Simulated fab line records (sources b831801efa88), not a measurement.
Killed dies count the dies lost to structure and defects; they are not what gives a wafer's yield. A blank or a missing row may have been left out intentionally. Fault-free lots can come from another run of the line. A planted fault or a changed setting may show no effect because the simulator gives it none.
Chamber matching || flow gf180mcu || GF_V3_CMP_26 on cmp-01 has 4 sister chambers
The step polishes, stops on SiO2, t overpolish 15 s, target thk 0 nm. 8 wafers are shown with their chamber, then 12 later ones without.

## WAFERS PAIRED WITH THEIR CHAMBERS
{"wafer": "L080.5", "chamber": 1, "motor-current-A (A)": 10.6, "time-to-endpoint-s (s)": 86}
{"wafer": "L080.6", "chamber": 2, "motor-current-A (A)": 10.2, "time-to-endpoint-s (s)": 86}
{"wafer": "L083.3", "chamber": 2, "motor-current-A (A)": 9.3, "time-to-endpoint-s (s)": 82}
{"wafer": "L083.4", "chamber": 1, "motor-current-A (A)": 10.5, "time-to-endpoint-s (s)": 84}
{"wafer": "L083.5", "chamber": 0, "motor-current-A (A)": 9.4, "time-to-endpoint-s (s)": 86}
{"wafer": "L088.1", "chamber": 0, "motor-current-A (A)": 9.8, "time-to-endpoint-s (s)": 84}
{"wafer": "L088.3", "chamber": 3, "motor-current-A (A)": 9.8, "time-to-endpoint-s (s)": 85}
{"wafer": "L088.5", "chamber": 3, "motor-current-A (A)": 10.0, "time-to-endpoint-s (s)": 81}

## WAFERS WITH NO CHAMBER GIVEN
{"wafer": "L089.2", "motor-current-A (A)": 10.4, "time-to-endpoint-s (s)": 86}
{"wafer": "L089.3", "motor-current-A (A)": 9.5, "time-to-endpoint-s (s)": 87}
{"wafer": "L089.6", "motor-current-A (A)": 10.2, "time-to-endpoint-s (s)": 85}
{"wafer": "L091.1", "motor-current-A (A)": 9.9, "time-to-endpoint-s (s)": 90}
{"wafer": "L091.4", "motor-current-A (A)": 10.2, "time-to-endpoint-s (s)": 89}
{"wafer": "L091.6", "motor-current-A (A)": 9.2, "time-to-endpoint-s (s)": 90}
{"wafer": "L092.1", "motor-current-A (A)": 9.7, "time-to-endpoint-s (s)": 85}
{"wafer": "L092.2", "motor-current-A (A)": 10.1, "time-to-endpoint-s (s)": 84}
{"wafer": "L092.3", "motor-current-A (A)": 10.4, "time-to-endpoint-s (s)": 86}
{"wafer": "L094.1", "motor-current-A (A)": 10.7, "time-to-endpoint-s (s)": 86}
{"wafer": "L094.3", "motor-current-A (A)": 9.8, "time-to-endpoint-s (s)": 84}
{"wafer": "L094.4", "motor-current-A (A)": 9.3, "time-to-endpoint-s (s)": 87}

## THE CHAMBER EACH PASSED THROUGH
{"wafer": "L089.2", "from the rows above": "can't be placed: 1 or 3 or 2 or 0", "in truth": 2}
{"wafer": "L089.3", "from the rows above": "can't be placed: 0 or 2 or 3", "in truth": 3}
{"wafer": "L089.6", "from the rows above": "can't be placed: 1 or 3 or 2 or 0", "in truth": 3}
{"wafer": "L091.1", "from the rows above": "can't be placed: 0 or 2 or 1 or 3", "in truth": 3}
{"wafer": "L091.4", "from the rows above": "can't be placed: 1 or 0 or 2 or 3", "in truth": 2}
{"wafer": "L091.6", "from the rows above": "can't be placed: 0 or 2 or 3 or 1", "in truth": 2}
{"wafer": "L092.1", "from the rows above": "can't be placed: 0 or 2 or 3", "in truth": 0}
{"wafer": "L092.2", "from the rows above": "can't be placed: 3 or 2 or 1 or 0", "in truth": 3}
{"wafer": "L092.3", "from the rows above": "can't be placed: 1 or 3 or 2 or 0", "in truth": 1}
{"wafer": "L094.1", "from the rows above": "can't be placed: 1 or 3", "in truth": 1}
{"wafer": "L094.3", "from the rows above": "can't be placed: 2 or 3 or 0", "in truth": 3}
{"wafer": "L094.4", "from the rows above": "can't be placed: 0 or 2 or 3", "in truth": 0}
Correctly placed: 0 of 12. Not placeable from these rows: 12 (in 12, the candidates include the true chamber). Wrongly placed: 0.
How it was worked out, from the rows above alone: a wafer's distance from a chamber is the root of the sum, over the readings, of the square of ((its reading less the chamber's mean) divided by the reading's scatter). The wafer belongs to the nearest chamber; if the next one is less than 2 further off, it can't be placed. The mean given for a chamber averages the wafers shown for that chamber. The scatter: take each reading less its chamber's mean, square it, sum over the shown wafers, divide by the number of wafers less the number of chambers, and take the root.
